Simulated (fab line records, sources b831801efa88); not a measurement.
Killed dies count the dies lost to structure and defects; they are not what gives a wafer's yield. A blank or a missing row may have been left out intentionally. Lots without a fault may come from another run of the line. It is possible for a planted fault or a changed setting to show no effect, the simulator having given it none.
Code-filled problem report in 8D (eight disciplines) form	flow gf180mcu	the parts of the form that need people (team, actions taken, sign-off) are left out

== 1. THE ISSUE ==
GF_POLY_GATE_ETCH_12, rf fwd power W: mean 414.6 W over 1 wafer from 1 lot; wafers with no fault: 495.8 W, standard deviation 1.7. That is -48 standard deviations from the usual mean.
The step: etches BARC in N2/H2.
First observed at day 14 14:33: wafer L516.2, on rie diel-01. The record has a number at this step for 39 wafers belonging to 13 lots. The rule behind "out" and "out of limits": a value lying over 4 standard deviations away from the usual mean. The rest of the wafers with a number are treated as sound.

== 2. WHAT IT IS, WHAT IT ISN'T ==
question	is	is not
which readings at this step	rf fwd power W	drypump motor current A, throttle valve pct
which lots	L516	L498, L499, L500, L501, L503, L504, L505, L511, L517, L519, L520, L521
which wafers of those lots	L516.2	L516.5, L516.6
read on which tools	rie diel-01	rie diel-03, rie diel-04
when	from day 14 14:33	up to then (26 sound wafers); but 12 sound wafers of L517, L519, L520, L521 came after

== 3. WHAT RULES OUT EACH SUSPECT ==
Counting: any tool at a process step up to the reading remains a suspect provided it ran every lot that is out. Sound lots after the first of them don't rule it out here, since some wafers of a struck lot are sound.
- rie diel-01 at GF_POLY_GATE_ETCH_12 (etches BARC in N2/H2): kept. It processed L516, the lot that is out, at day 14 14:33, and its most recent sound lot before then was L505 at day 11 07:34. Its own rf fwd power W readings are out on those wafers.
- rie diel-01, GF_POLY_GATE_ETCH_12: wafers that are out in chamber 2, sound lot-mates in chambers 0, 3.
After counting, what remains is rie diel-01 at GF_POLY_GATE_ETCH_12.

== 4. THE CAUSE (what the simulator had put in) ==
rie diel-01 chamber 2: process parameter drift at GF_POLY_GATE_ETCH_12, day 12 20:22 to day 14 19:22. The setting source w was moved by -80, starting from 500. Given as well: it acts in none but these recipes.
After counting, this tool was the only one left.

== 5. SEQUENCE OF EFFECTS, ordered by route ==
Each row: a reading whose mean over the struck wafers that have a number lies more than 3 standard deviations from the usual. Only readings whose record carries a usual standard deviation are examined. hours: median over the lots of the time between each lot's start at the first step of this table that gives one and its start at this step. sigmas: the change, counted in usual standard deviations.
hours	step	reading	usual	on struck wafers	change	sigmas
0	GF_POLY_GATE_ETCH_12	rf fwd power W	495.8 W	414.6	-81.2	-48
The process steps in it:
- GF_POLY_GATE_ETCH_12: etches BARC in N2/H2.
At these later measuring or inspecting steps, every struck wafer for which the step has a row has a number for every such reading, and none has moved that far: GF_V1_CD_MEAS_14.

== 6. WHAT WOULD HAVE CAUGHT IT SOONER ==
In this record no reading fell out of limits until day 14 14:33, 42 hours after the fault had begun at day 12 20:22.
